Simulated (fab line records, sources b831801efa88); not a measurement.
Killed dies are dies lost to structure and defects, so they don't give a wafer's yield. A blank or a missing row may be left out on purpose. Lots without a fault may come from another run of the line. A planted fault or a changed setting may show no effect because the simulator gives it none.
Which tool did it? | flow gf180mcu | 6 lots, 18 wafers sampled, at 2 steps of a route of 602

WHAT THE GAUGES READ, wafer by wafer
GF_VT_IMPLANT_RS_MEAS_48: measures by four-point-probe.
lot  | measured     | on            | LVPWELL_RS (ohm/sq)
L264 | day 8 02:32  | film_metro-03 | 1199 1197 1197
L266 | day 8 17:28  | film_metro-01 | 1206 1206 1207
L276 | day 11 11:51 | film_metro-03 | 1195 1190 1194
L278 | day 11 21:28 | film_metro-03 | 1203 1203 1201
L280 | day 12 13:49 | film_metro-01 | 1195 1196 1198
L284 | day 13 17:20 | film_metro-03 | 1198 1199 1197

WHICH TOOL RAN EACH LOT (tool, then ch and the chambers of the sampled wafers, then the start)
lot  | GF_VT_IMPLANT_STRIP_42
L264 | plasma_asher-04 ch 0,1, day 8 01:58
L266 | plasma_asher-03 ch 0,1, day 8 16:55
L276 | plasma_asher-03 ch 1, day 11 11:17
L278 | plasma_asher-04 ch 0,1, day 11 20:55
L280 | plasma_asher-03 ch 0,1, day 12 13:16
L284 | plasma_asher-04 ch 0,1, day 13 16:40
- GF_VT_IMPLANT_STRIP_42: strips in O2/N2.

THE ANSWER, worked out from the rows above alone
Rule: what is usual is taken from the lots themselves. Put in order of their means at a reading, lots are off if they are a third of the lots or fewer, leave a main group of 4 or more, and stand apart from it by a gap of 3 or more times the standard deviation of the main group's means; of several such gaps the widest counts. A main group whose means are all the same, to the digits that the tables above print for the reading, isn't used. A lot without any number at a reading at which 4 lots or more have one is off too. The other lots that the step has rows for count as sound.
No lot is off at any reading shown: from this, nothing can be told.

WHAT THE SIMULATOR HAD PUT IN
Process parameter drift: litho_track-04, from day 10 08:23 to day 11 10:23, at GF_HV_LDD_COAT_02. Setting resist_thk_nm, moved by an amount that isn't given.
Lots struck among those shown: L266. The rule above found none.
